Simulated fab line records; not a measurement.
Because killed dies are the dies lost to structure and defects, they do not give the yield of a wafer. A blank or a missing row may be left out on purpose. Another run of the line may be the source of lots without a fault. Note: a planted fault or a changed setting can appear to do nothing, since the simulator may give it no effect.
Which tool did it? | flow sky130 | 36 wafers from 12 lots sampled at 3 of the route's 708 steps

== WHAT THE GAUGES READ, wafer by wafer ==
SKY_CONTACT_OVL_MEAS_15.
lot  | measured     | on         | CONTACT_OVL (nm)
L075 | day 32 12:48 | overlay-02 | -4 -5 -4
L077 | day 32 21:59 | overlay-01 | 7 1 6
L079 | day 33 15:48 | overlay-01 | 5 1 -3
L081 | day 34 05:48 | overlay-01 | 6 3 3
L083 | day 34 19:49 | overlay-02 | 2 -1 -2
L085 | day 35 13:29 | overlay-02 | 3 10 5
L087 | day 36 02:06 | overlay-02 | -4 -7 -6
L089 | day 36 21:45 | overlay-01 | 3 0 4
L091 | day 37 06:11 | overlay-01 | 6 1 2
L093 | day 37 15:03 | overlay-02 | 6 7 8
L095 | day 38 04:32 | overlay-02 | -11 -8 -2
L097 | day 38 19:33 | overlay-01 | 1 -1 7

== WHAT TOOL EACH LOT RAN ON (gives the tool, then ch and the chambers of the sampled wafers, and finally the start) ==
lot  | SKY_LOCAL_INTERCONNECT_ETCH_13   | SKY_CONTACT_CMP_04
L075 | rieMetal-01 ch 0,1, day 31 08:20 | cmp-02 ch 0,2, day 31 09:18
L077 | rieMetal-04 ch 0,1, day 31 16:56 | cmp-01 ch 1,2, day 31 17:50
L079 | rieMetal-03 ch 0,1, day 32 11:41 | cmp-02 ch 2,3, day 32 12:36
L081 | rieMetal-01 ch 0,1, day 33 01:41 | cmp-01 ch 0,1,2, day 33 02:43
L083 | rieMetal-01 ch 0, day 33 15:29   | cmp-02 ch 0,1,2, day 33 16:31
L085 | rieMetal-03 ch 0,1, day 34 09:46 | cmp-01 ch 0,1,3, day 34 10:43
L087 | rieMetal-03 ch 0,1, day 34 22:10 | cmp-02 ch 2,3, day 34 23:07
L089 | rieMetal-03 ch 0,1, day 35 18:40 | cmp-01 ch 0,1,2, day 35 19:38
L091 | rieMetal-04 ch 0,1, day 36 03:05 | cmp-01 ch 2,3, day 36 04:00
L093 | rieMetal-04 ch 0, day 36 12:11   | cmp-01 ch 0,2, day 36 13:16
L095 | rieMetal-03 ch 0,1, day 37 02:31 | cmp-02 ch 0,1,3, day 37 03:26
L097 | rieMetal-03 ch 0, day 37 16:25   | cmp-01 ch 0,2,3, day 37 17:35
- SKY_LOCAL_INTERCONNECT_ETCH_13: etches BARC in N2/H2, stops on SiO2, time 45.9 s, target depth 60 nm.
- SKY_CONTACT_CMP_04: polishes SiO2.

== THE ANSWER, worked out from the rows above alone ==
Rule: usual is defined by the lots themselves. Put in order of their means at a reading, lots are off if they are a third of the lots or fewer, leave a main group of 4 or more, and stand apart from it by a gap of 3 or more times the standard deviation of the main group's means; of several such gaps the widest counts. The tables above print the reading to a certain number of digits; a main group whose means all agree to those digits is not used. A lot without any number at a reading at which 4 lots or more have one is off too. The other lots that the step has rows for count as sound.
Across all readings shown, no lot is off: no conclusion can be drawn from this.

== WHAT THE SIMULATOR HAD PUT IN ==
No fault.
